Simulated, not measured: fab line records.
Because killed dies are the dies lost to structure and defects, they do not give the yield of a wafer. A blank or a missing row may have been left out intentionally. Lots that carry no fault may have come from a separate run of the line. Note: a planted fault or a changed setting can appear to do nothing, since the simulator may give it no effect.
2 desks, one fault | flow gf180mcu | numbers are kept per desk, each desk with only its own; the story behind them comes last

## FROM THE METROLOGY DESK
Means of the sampled wafers that have a number, per lot and without regard to the tool the lot ran on: this is what the gauges read. Marked OUT: a lot whose mean sits more than 4 standard deviations from the usual mean, which makes it out of limits; the brackets give that distance.
Columns: A = cd_nm at GF_V2_CD_MEAS_14, usual 260.4 nm; B = V2_OVL at GF_V2_OVL_MEAS_15, usual 2 nm; C = V2_W_RS at GF_V2_RS_MEAS_24, usual 0.328 ohm/sq; D = V2_W_THK at GF_V2_THK_MEAS_25, usual 335 nm
lot  | first seen here | A     | B  | C     | D
L707 | day 22 01:47    | 259.1 | -4 | 0.327 | 335
L710 | day 22 23:14    | 260.9 | -1 | 0.330 | 329
L719 | day 26 01:34    | 260.9 | -5 | 0.315 | 347
L722 | day 26 20:53    | 259.7 | -1 | 0.318 | 346
L723 | day 27 04:32    | 258.6 | 8  | 0.329 | 337
L725 | day 27 15:03    | 259.6 | 6  | 0.330 | 333
Result from this desk: across the 6 lots, nothing is out of limits.

## DESK OF THE TOOL OWNER: cvd_w-01
The tool's own readings at GF_V2_CVD_23 (deposits W, target thk 350 nm, time 104.94 s): means of the sampled wafers that have a number, for each lot that ran on this tool. Marked OUT: a lot whose mean sits more than 4 standard deviations from the usual mean, which makes it out of limits; the brackets give that distance.
Columns: A = chamber_pressure_Torr at GF_V2_CVD_23, usual 39.99 Torr; B = heater_power_w at GF_V2_CVD_23, usual 905 W
lot  | first seen here | A               | B
L707 | day 22 02:46    | 39.96           | 903
L710 | day 23 00:08    | 40.00           | 859
L719 | day 26 02:29    | 43.22 (+37) OUT | 860
L722 | day 26 21:49    | 43.18 (+36) OUT | 867
Finding of this desk: L719, L722 out of limits; the first was L719 at day 26 02:29, on chamber_pressure_Torr at GF_V2_CVD_23. L707, L710: within limits.

## PUT TOGETHER
At day 26 02:29, on L719, L722, the tool owner's desk was in a position to raise an alarm.
From the metrology desk's view, nothing was out of limits.
The metrology desk has L719, L722 on record, within its limits.
Of the lots named, all ran GF_V2_CVD_23 on cvd_w-01.

## WHAT THE SIMULATOR HAD PUT IN
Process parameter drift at GF_V2_CVD_23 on cvd_w-01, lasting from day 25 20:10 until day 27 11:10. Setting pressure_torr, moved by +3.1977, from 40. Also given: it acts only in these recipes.
Struck lots among those shown: L719, L722.
Delay in hours, fault start to first out-of-limits reading, by desk: the tool owner's desk at 6.
